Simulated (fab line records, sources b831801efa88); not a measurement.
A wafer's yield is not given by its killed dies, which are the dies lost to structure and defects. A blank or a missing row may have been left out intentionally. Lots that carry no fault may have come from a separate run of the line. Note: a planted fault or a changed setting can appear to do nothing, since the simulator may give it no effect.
Which of the tools did it? + flow sky130 + 10 lots with 30 wafers sampled at 6 steps, on a route of 708 steps

WHAT EACH GAUGE READ, for each wafer
SKY_VIA4_BOW_MEAS_03. Usual: VIA4_BOW 80 um, standard deviation 8.2.
| lot  | measured     | on           | VIA4_BOW (um) | flag |
|------|--------------|--------------|---------------|------|
| L507 | day 42 21:28 | filmMetro-02 | 75 65 68      |      |
| L508 | day 43 06:50 | filmMetro-02 | 83 76 84      |      |
| L510 | day 43 19:32 | filmMetro-03 | 87 75 84      |      |
| L515 | day 45 03:12 | filmMetro-03 | 96 88 94      |      |
| L516 | day 45 09:11 | filmMetro-04 | 76 87 80      |      |
| L517 | day 45 15:52 | filmMetro-03 | 85 75 84      |      |
| L521 | day 46 17:04 | filmMetro-02 | 72 79 84      |      |
| L524 | day 47 13:53 | filmMetro-04 | 73 74 78      |      |
| L527 | day 48 00:38 | filmMetro-02 | 80 88 86      |      |
| L530 | day 48 12:23 | filmMetro-02 | 73 68 68      |      |

SKY_VIA4_RS_MEAS_19: measures by four-point-probe. Usual: VIA4_W_RS 0.226 ohm/sq, standard deviation 0.0034.
| lot  | measured     | on           | VIA4_W_RS (ohm/sq) | flag |
|------|--------------|--------------|--------------------|------|
| L507 | day 43 22:05 | filmMetro-03 | 0.227 0.223 0.223  |      |
| L508 | day 44 06:48 | filmMetro-03 | 0.220 0.228 0.222  |      |
| L510 | day 44 19:31 | filmMetro-04 | 0.226 0.223 0.218  |      |
| L515 | day 46 02:16 | filmMetro-02 | 0.226 0.221 0.222  |      |
| L516 | day 46 08:15 | filmMetro-03 | 0.143 0.144 0.234  | OFF  |
| L517 | day 46 14:12 | filmMetro-04 | 0.143 0.143 0.227  | OFF  |
| L521 | day 47 14:09 | filmMetro-04 | 0.228 0.227 0.234  |      |
| L524 | day 48 10:37 | filmMetro-04 | 0.228 0.224 0.222  |      |
| L527 | day 48 20:38 | filmMetro-02 | 0.225 0.228 0.224  |      |
| L530 | day 49 08:11 | filmMetro-04 | 0.225 0.226 0.229  |      |

SKY_VIA4_THK_MEAS_20: measures by xrf. Usual: VIA4_W_THK 514 nm, standard deviation 8.1.
| lot  | measured     | on           | VIA4_W_THK (nm) | flag |
|------|--------------|--------------|-----------------|------|
| L507 | day 43 22:12 | filmMetro-03 | 505 516 515     |      |
| L508 | day 44 06:55 | filmMetro-03 | 533 510 525     |      |
| L510 | day 44 19:38 | filmMetro-04 | 513 518 532     |      |
| L515 | day 46 02:23 | filmMetro-02 | 515 524 520     |      |
| L516 | day 46 08:22 | filmMetro-03 | 802 804 493     | OFF  |
| L517 | day 46 14:19 | filmMetro-04 | 817 822 510     | OFF  |
| L521 | day 47 14:15 | filmMetro-04 | 513 513 499     |      |
| L524 | day 48 10:44 | filmMetro-04 | 508 523 524     |      |
| L527 | day 48 20:46 | filmMetro-02 | 521 513 520     |      |
| L530 | day 49 08:17 | filmMetro-04 | 517 518 509     |      |

WHICH TOOL RAN EACH LOT (tool, then ch and the chambers of the sampled wafers, then the start)
| lot  | SKY_METAL4_STRIP_19                 | SKY_VIA4_STRIP_13                   | SKY_VIA4_CVD_18              |
|------|-------------------------------------|-------------------------------------|------------------------------|
| L507 | plasmaAsher-01 ch 0,1, day 42 20:12 | plasmaAsher-03 ch 0, day 43 21:16   | cvdW-01 ch 0,1, day 43 21:55 |
| L508 | plasmaAsher-01 ch 0,1, day 43 05:38 | plasmaAsher-04 ch 0,1, day 44 05:58 | cvdW-02 ch 0,1, day 44 06:39 |
| L510 | plasmaAsher-03 ch 0,1, day 43 18:14 | plasmaAsher-01 ch 0,1, day 44 18:41 | cvdW-02 ch 0,1, day 44 19:22 |
| L515 | plasmaAsher-03 ch 0,1, day 45 01:57 | plasmaAsher-03 ch 0,1, day 46 01:26 | cvdW-02 ch 0,1, day 46 02:07 |
| L516 | plasmaAsher-01 ch 0,1, day 45 08:02 | plasmaAsher-03 ch 0,1, day 46 07:22 | cvdW-02 ch 0,1, day 46 08:04 |
| L517 | plasmaAsher-03 ch 0,1, day 45 14:38 | plasmaAsher-03 ch 1, day 46 13:23   | cvdW-02 ch 0,1, day 46 14:02 |
| L521 | plasmaAsher-03 ch 0,1, day 46 15:55 | plasmaAsher-01 ch 0,1, day 47 13:18 | cvdW-01 ch 0,1, day 47 14:01 |
| L524 | plasmaAsher-02 ch 0,1, day 47 12:45 | plasmaAsher-03 ch 0,1, day 48 09:43 | cvdW-01 ch 0,1, day 48 10:28 |
| L527 | plasmaAsher-02 ch 0,1, day 47 23:30 | plasmaAsher-03 ch 0,1, day 48 19:50 | cvdW-01 ch 0,1, day 48 20:29 |
| L530 | plasmaAsher-03 ch 0,1, day 48 11:10 | plasmaAsher-04 ch 0,1, day 49 07:22 | cvdW-01 ch 0,1, day 49 08:01 |
- SKY_METAL4_STRIP_19: strips in O2/N2.
- SKY_VIA4_STRIP_13: strips in O2/N2.
- SKY_VIA4_CVD_18: deposits W, target thk 505 nm, time 152.14 s.

WHAT THE TOOLS THEMSELVES READ (means of the sampled wafers that have a number; where no wafer has one, the mark that the record gives instead)
SKY_METAL4_STRIP_19. Usual: drypumpMotorCurrentA 5.6 A, standard deviation 0.33; oesProductAu 0.501 a.u., standard deviation 0.005; stripTimeToEndpointS 6.50 s, standard deviation 0.065.
| lot  | tool           | drypumpMotorCurrentA (A) | oesProductAu (a.u.) | stripTimeToEndpointS (s) | flag |
|------|----------------|--------------------------|---------------------|--------------------------|------|
| L507 | plasmaAsher-01 | 5.6                      | 0.502               | 6.49                     |      |
| L508 | plasmaAsher-01 | 5.6                      | 0.498               | 6.52                     |      |
| L510 | plasmaAsher-03 | 5.2                      | 0.499               | 6.41                     |      |
| L515 | plasmaAsher-03 | 5.2                      | 0.504               | 6.54                     |      |
| L516 | plasmaAsher-01 | 5.4                      | 0.497               | 6.45                     |      |
| L517 | plasmaAsher-03 | 5.2                      | 0.500               | 6.47                     |      |
| L521 | plasmaAsher-03 | 5.3                      | 0.501               | 6.41                     |      |
| L524 | plasmaAsher-02 | 5.9                      | 0.499               | 6.42                     |      |
| L527 | plasmaAsher-02 | 5.8                      | 0.499               | 6.53                     |      |
| L530 | plasmaAsher-03 | 5.2                      | 0.502               | 6.55                     |      |

SKY_VIA4_STRIP_13. Usual: drypumpMotorCurrentA 5.6 A, standard deviation 0.38; oesProductAu 0.709 a.u., standard deviation 0.0047; stripTimeToEndpointS 12.800 s, standard deviation 0.024.
| lot  | tool           | drypumpMotorCurrentA (A) | oesProductAu (a.u.) | stripTimeToEndpointS (s) | flag |
|------|----------------|--------------------------|---------------------|--------------------------|------|
| L507 | plasmaAsher-03 | 5.3                      | 0.709               | 12.778                   |      |
| L508 | plasmaAsher-04 | 6.1                      | 0.711               | 12.789                   |      |
| L510 | plasmaAsher-01 | 5.6                      | 0.708               | 12.810                   |      |
| L515 | plasmaAsher-03 | 5.2                      | 0.710               | 12.790                   |      |
| L516 | plasmaAsher-03 | 5.3                      | 0.714               | 12.784                   |      |
| L517 | plasmaAsher-03 | 5.2                      | 0.710               | 12.799                   |      |
| L521 | plasmaAsher-01 | 5.6                      | 0.704               | 12.800                   |      |
| L524 | plasmaAsher-03 | 5.3                      | 0.709               | 12.808                   |      |
| L527 | plasmaAsher-03 | 5.2                      | 0.707               | 12.794                   |      |
| L530 | plasmaAsher-04 | 5.8                      | 0.713               | 12.801                   |      |

SKY_VIA4_CVD_18. Usual: heaterPowerW 799 W, standard deviation 130; susceptorTempC 399.96 C, standard deviation 0.23.
| lot  | tool    | heaterPowerW (W) | susceptorTempC (C) | flag |
|------|---------|------------------|--------------------|------|
| L507 | cvdW-01 | 685              | 399.99             |      |
| L508 | cvdW-02 | 875              | 399.99             |      |
| L510 | cvdW-02 | 881              | 400.00             |      |
| L515 | cvdW-02 | 893              | 399.84             |      |
| L516 | cvdW-02 | 998              | 417.37             | OFF  |
| L517 | cvdW-02 | 990              | 416.96             | OFF  |
| L521 | cvdW-01 | 685              | 400.11             |      |
| L524 | cvdW-01 | 699              | 399.91             |      |
| L527 | cvdW-01 | 688              | 400.02             |      |
| L530 | cvdW-01 | 694              | 399.77             |      |

THE ANSWER, worked out from the rows above alone
Rule: a lot counts as off when the mean over its wafers that have a number is more than 3 standard deviations away from the usual mean. Also off: a lot with no number at a reading for which 4 or more lots have one. Any other lot the step has rows for is counted as sound. After the gauges, taken in route order, come the tools' own readings; for these a lot's mean is taken, as printed above. At the first step where some lot is off, the reading lying furthest off is the one used; lots without a number count as furthest.
Off: L516, L517, at SKY_VIA4_RS_MEAS_19 (VIA4_W_RS).
A tool fits if, at a process step before that reading, it ran every lot that is off, and no sound lot after the first of them. Not tried: the gauges at SKY_VIA4_RS_MEAS_19; whatever is off there is also off at SKY_VIA4_CVD_18, on other tools, and gauge error can't account for it. One fits: SKY_VIA4_CVD_18 on cvdW-02. Its last sound lot is L515 (day 46 02:07), its first lot that is off L516 (day 46 08:04): a fault that began between those two fits.
The tool's own readings at SKY_VIA4_CVD_18 bear it out: on the lots that are off they differ by more than 5 times the standard deviation of the sound lots' means. susceptorTempC reads 417.16 C there against 399.95 C on the sound lots.

WHAT THE SIMULATOR PUT IN
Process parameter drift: cvdW-02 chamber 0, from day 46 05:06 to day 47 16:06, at SKY_VIA4_CVD_18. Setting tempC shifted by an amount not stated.
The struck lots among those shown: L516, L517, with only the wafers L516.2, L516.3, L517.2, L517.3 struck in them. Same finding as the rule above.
